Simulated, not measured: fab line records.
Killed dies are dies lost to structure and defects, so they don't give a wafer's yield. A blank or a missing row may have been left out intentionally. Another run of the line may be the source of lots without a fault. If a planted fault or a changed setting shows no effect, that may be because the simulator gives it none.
Which of the tools did it? :: flow sky130 :: 18 wafers sampled from 6 lots at 1 step of a route of 708

== WHAT THE GAUGES READ, wafer by wafer ==
SKY_FIELD_ISO_CD_MEAS_13: target cd 150 nm.
lot: L997
measured: day 2 21:14
on: cd-sem-02
cd-nm (nm): 152.8 151.6 152.2

lot: L104
measured: day 4 10:13
on: cd-sem-01
cd-nm (nm): 151.6 152.5 153.6

lot: L106
measured: day 4 20:30
on: cd-sem-01
cd-nm (nm): 147.8 149.5 150.0

lot: L110
measured: day 5 15:49
on: cd-sem-02
cd-nm (nm): 147.5 147.4 146.6

lot: L114
measured: day 6 12:14
on: cd-sem-02
cd-nm (nm): 149.6 149.1 150.2

lot: L116
measured: day 7 00:41
on: cd-sem-01
cd-nm (nm): 153.9 152.6 153.8

== WHAT TOOL EACH LOT RAN ON (gives the tool, then ch and the chambers of the sampled wafers, and finally the start) ==
The record holds no process step before these readings.

== THE ANSWER, worked out from the rows above alone ==
Rule: the usual values come from the lots themselves. Put in order of their means at a reading, lots are off if they are a third of the lots or fewer, leave a main group of 4 or more, and stand apart from it by a gap of 3 or more times the standard deviation of the main group's means; of several such gaps the widest counts. A main group whose means are all the same, to the digits that the tables above print for the reading, isn't used. Also off: a lot with no number at a reading for which 4 or more lots have one. Where the step has rows for the other lots, those lots are counted as sound.
None of the lots is off at any reading shown; this tells nothing.

== WHAT WAS PUT IN BY THE SIMULATOR ==
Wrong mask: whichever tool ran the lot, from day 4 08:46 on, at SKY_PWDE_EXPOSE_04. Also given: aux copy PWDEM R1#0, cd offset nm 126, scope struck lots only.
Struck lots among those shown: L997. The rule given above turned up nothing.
